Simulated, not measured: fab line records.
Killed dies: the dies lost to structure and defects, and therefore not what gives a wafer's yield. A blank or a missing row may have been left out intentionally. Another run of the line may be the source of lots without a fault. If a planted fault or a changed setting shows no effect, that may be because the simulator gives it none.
Struck lot and sound lot, side by side :: flow sky130 :: 36 out of 708 route steps
Sound: the wafers L262.2, L262.4, L262.6. Wafers struck: L267.2, L267.4, L267.5. Last of all comes the cause.
At each step with rows: each side's tool, then ch and its chambers, then its first start. Under that, the readings that differ: sound wafers :: struck wafers :: difference of the means :: sigmas: that difference in standard deviations of wafers without a fault.
alike: words and numbers the same on both sides, and readings whose means are apart by under 2 such deviations; not compared: readings that were withheld, readings missing a value for some wafer, numbers with overlapping values and no deviation given by the record, and bounds like >300 which may hide the same value.
The two part at a step that has a row with sigmas, a row that says differs or no value, or rows on one side only. Numbers that have no deviation but don't overlap get no sigmas and don't part them. A reading that every wafer of one side lacks parts them only if that side has two wafers or more.

first, 10 steps without rows for these wafers: SKY_POLY_CUT_ETCH_10 (etches BARC in N2/H2, stops on SiO2, time 45.9 s, target depth 60 nm); SKY_POLY_CUT_ETCH_11 (etches Si3N4 in CF4/CH2F2/Ar, stops on poly-Si, time 42.5 s, target depth 60 nm); SKY_POLY_CUT_STRIP_12 (strips in O2/N2); SKY_SD_P_DEHYDRATE_00 (time 60 s); SKY_SD_P_HMDS_01 (prime time 60 s); SKY_SD_P_COAT_02 (resist thk 1140 nm); SKY_SD_P_SOFTBAKE_03 (time 60 s); SKY_SD_P_EXPOSE_04 (exposes mask PSDM, target cd 380 nm); SKY_SD_P_PEB_05; SKY_SD_P_DEVELOP_06 (develop time 60 s).
SKY_SD_P_IMPLANT_09:
  sound on implanter-01 ch 0, day 30 00:45; struck on implanter-01 ch 0, day 31 16:29
reading: beam-energy-keV
sound: 20.000 19.993 19.990
struck: 25.970 25.966 25.979
difference: +5.977
sigmas: +99 or more

reading: model.implant.rp-nm (nm)
sound: 17.11 17.11 17.11
struck: 21.79 21.79 21.79
difference: +4.68
sigmas: 

reading: model.implant.drp-nm (nm)
sound: 9.746 9.746 9.746
struck: 11.71 11.71 11.71
difference: +1.96
sigmas: 
SKY_SD_P_STRIP_10: strips in O2/N2.
  sound on plasma-asher-01 ch 0,1, day 30 00:53; struck on plasma-asher-01 ch 1, day 31 16:37
reading: oes-product-au (a.u.)
sound: 0.611 0.613 0.619
struck: 0.606 0.594 0.604
difference: -0.013
sigmas: -3

reading: strip-time-to-endpoint-s (s)
sound: 17.53 17.52 17.46
struck: 18.35 18.40 18.36
difference: +0.87
sigmas: +25
  alike: drypump-motor-current-A
  not compared: rf-hours-counter-h
SKY_SD_P_TW_MEAS_11:
  sound on film-metro-04 at day 30 00:59; struck on film-metro-01 at day 31 16:43
reading: SD_P_TW
sound: 2899 2899 2898
struck: 3011 3021 3029
difference: +122
sigmas: +4
then, 21 steps without rows for these wafers: SKY_RES_XHIGH_DEHYDRATE_00 (time 60 s); SKY_RES_XHIGH_HMDS_01 (prime time 60 s); SKY_RES_XHIGH_COAT_02 (resist thk 1140 nm); SKY_RES_XHIGH_SOFTBAKE_03 (time 60 s); SKY_RES_XHIGH_EXPOSE_04 (exposes mask URPM, target cd 1270 nm); SKY_RES_XHIGH_PEB_05; SKY_RES_XHIGH_DEVELOP_06 (develop time 60 s); SKY_RES_XHIGH_IMPLANT_07; SKY_RES_XHIGH_STRIP_08 (strips in O2/N2); SKY_SD_N_DEHYDRATE_00 (time 60 s); SKY_SD_N_HMDS_01 (prime time 60 s); SKY_SD_N_COAT_02 (resist thk 1140 nm); SKY_SD_N_SOFTBAKE_03 (time 60 s); SKY_SD_N_EXPOSE_04 (exposes mask NSDM, target cd 380 nm); SKY_SD_N_PEB_05; SKY_SD_N_DEVELOP_06 (develop time 60 s); SKY_SD_N_IMPLANT_09; SKY_SD_N_IMPLANT_10; SKY_SD_N_STRIP_11 (strips in O2/N2); SKY_SD_N_CLEAN_13 (cleans in SC1/SC2, time 150 s); SKY_SD_N_RTA_14 (time 2 s).
-- the record jumps here: 2 days lie between the struck wafers' starts before and after --
SKY_SD_N_RS_MEAS_17: uses a four-point probe to measure.
  sound on film-metro-01 at day 32 09:41; struck on film-metro-01 at day 34 00:06
reading: SD_P_RS (ohm/sq)
sound: 147.7 147.9 147.6
struck: 129.4 129.8 130.1
difference: -18.0
sigmas: -41
-- the record jumps here: 16 days lie between the struck wafers' starts before and after (it left off in module SD_N and takes up again in module PAD_OPEN, whose first step shown is number 708 of the route) --
SKY_PAD_OPEN_PROBE_99:
  sound on prober-02 at day 49 03:47; struck on prober-01 at day 50 03:19
reading: model.etest.pfet_01v8.r-on-ohm-um
sound: 2809 2875 2831
struck: 2709 2678 2700
difference: -143
sigmas: 

reading: model.etest.res-pdiff.line-ohm-um
sound: 1356 1371 1388
struck: 1210 1214 1247
difference: -148
sigmas: 

reading: model.etest.res-pdiff-hv.rs-ohm-sq
sound: 191.8 193.4 192.3
struck: 167.9 166.5 166.8
difference: -25.4
sigmas: 

reading: model.etest.res-pdiff.rs-ohm-sq
sound: 197.5 200.5 198.2
struck: 176.8 175.8 177.1
difference: -22.2
sigmas: 

reading: model.etest.pfet_01v8.drive-ua-um
sound: 201.2 196.2 197.3
struck: 210.3 212.1 210.1
difference: +12.6
sigmas: 

reading: model.etest.pfet_01v8_hvt.drive-ua-um
sound: 151.9 146.6 148.2
struck: 155.5 157.7 156.4
difference: +7.6
sigmas: 

reading: model.etest.pfet_01v8_mvt.drive-ua-um
sound: 156.1 152.8 155.3
struck: 159.4 161.4 161.4
difference: +6.0
sigmas: 
  alike: killed_at_M0_to_M3, killed_at_M4_up, killed-at-contacts, killed-at-front-end, killed-at-other, killed-dies, killed-open, killed-short
  not compared: model.etest.sram-pfet-latch.drive-ua-um

WHERE THEY PART
At SKY_SD_P_IMPLANT_09 first; at SKY_SD_N_RS_MEAS_17 last (within this record only). Later steps at which nothing parts them and some readings are alike: SKY_PAD_OPEN_PROBE_99.

WHY: the cause the simulator had injected
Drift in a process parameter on implanter-01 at SKY_SD_P_IMPLANT_09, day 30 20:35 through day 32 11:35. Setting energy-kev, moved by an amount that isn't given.
